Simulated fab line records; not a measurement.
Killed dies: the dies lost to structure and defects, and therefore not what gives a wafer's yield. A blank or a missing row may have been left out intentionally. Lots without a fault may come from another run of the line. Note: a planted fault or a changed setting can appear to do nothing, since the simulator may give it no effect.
Which of the tools did it? || flow sky130 || 6 lots with 18 wafers sampled at 4 steps, on a route of 708 steps

== WHAT THE GAUGES READ, wafer by wafer ==
SKY_PAD_OPEN_BOW_MEAS_13.
{"lot": "L472", "measured": "day 45 23:35", "on": "filmMetro-04", "PAD_OPEN_BOW (um)": "40 42 41"}
{"lot": "L480", "measured": "day 48 06:41", "on": "filmMetro-02", "PAD_OPEN_BOW (um)": "34 44 44"}
{"lot": "L483", "measured": "day 48 11:01", "on": "filmMetro-02", "PAD_OPEN_BOW (um)": "35 52 55"}
{"lot": "L485", "measured": "day 49 13:59", "on": "filmMetro-02", "PAD_OPEN_BOW (um)": "35 46 50"}
{"lot": "L488", "measured": "day 50 04:29", "on": "filmMetro-01", "PAD_OPEN_BOW (um)": "32 32 34"}
{"lot": "L493", "measured": "day 50 21:22", "on": "filmMetro-01", "PAD_OPEN_BOW (um)": "34 45 61"}

== WHICH TOOL RAN EACH LOT (tool, then ch and the chambers of the sampled wafers, then the start) ==
{"lot": "L472", "SKY_FIELD_ISO_CLEAN_20": "wetBench-03 ch 0, day 2 15:52", "SKY_VIA4_STRIP_13": "plasmaAsher-03 ch 0,1, day 43 01:57", "SKY_PASSIVATION_STRIP_12": "plasmaAsher-02 ch 1, day 45 00:59"}
{"lot": "L480", "SKY_FIELD_ISO_CLEAN_20": "wetBench-01 ch 0, day 4 11:07", "SKY_VIA4_STRIP_13": "plasmaAsher-02 ch 0,1, day 45 16:24", "SKY_PASSIVATION_STRIP_12": "plasmaAsher-04 ch 0,1, day 47 10:38"}
{"lot": "L483", "SKY_FIELD_ISO_CLEAN_20": "wetBench-02 ch 1, day 5 00:34", "SKY_VIA4_STRIP_13": "plasmaAsher-02 ch 0,1, day 45 19:36", "SKY_PASSIVATION_STRIP_12": "plasmaAsher-01 ch 0,1, day 47 14:08"}
{"lot": "L485", "SKY_FIELD_ISO_CLEAN_20": "wetBench-01 ch 1, day 5 12:28", "SKY_VIA4_STRIP_13": "plasmaAsher-03 ch 0,1, day 47 03:27", "SKY_PASSIVATION_STRIP_12": "plasmaAsher-02 ch 0,1, day 48 18:32"}
{"lot": "L488", "SKY_FIELD_ISO_CLEAN_20": "wetBench-03 ch 2, day 6 02:32", "SKY_VIA4_STRIP_13": "plasmaAsher-01 ch 0,1, day 47 17:21", "SKY_PASSIVATION_STRIP_12": "plasmaAsher-04 ch 0,1, day 49 09:17"}
{"lot": "L493", "SKY_FIELD_ISO_CLEAN_20": "wetBench-03 ch 3, day 7 11:41", "SKY_VIA4_STRIP_13": "plasmaAsher-02 ch 0,1, day 48 14:42", "SKY_PASSIVATION_STRIP_12": "plasmaAsher-01 ch 0,1, day 50 03:18"}
- SKY_FIELD_ISO_CLEAN_20: cleans in dHF, time 20 s.
- SKY_VIA4_STRIP_13: strips in O2/N2.
- SKY_PASSIVATION_STRIP_12: strips in O2/N2.

== THE ANSWER, worked out from the rows above alone ==
Rule: the lots themselves supply what counts as usual. The widest of any qualifying gaps counts: lots, ordered by their means at a reading, are off when they make up no more than a third of the lots, leave a main group of 4 or more, and stand apart from it by 3 or more times the standard deviation of that group's means. The tables above print the reading to a certain number of digits; a main group whose means all agree to those digits is not used. Also off: a lot with no number at a reading for which 4 or more lots have one. The other lots that the step has rows for count as sound.
No lot is off at any reading shown: from this, nothing can be told.

== WHAT THE SIMULATOR PUT IN ==
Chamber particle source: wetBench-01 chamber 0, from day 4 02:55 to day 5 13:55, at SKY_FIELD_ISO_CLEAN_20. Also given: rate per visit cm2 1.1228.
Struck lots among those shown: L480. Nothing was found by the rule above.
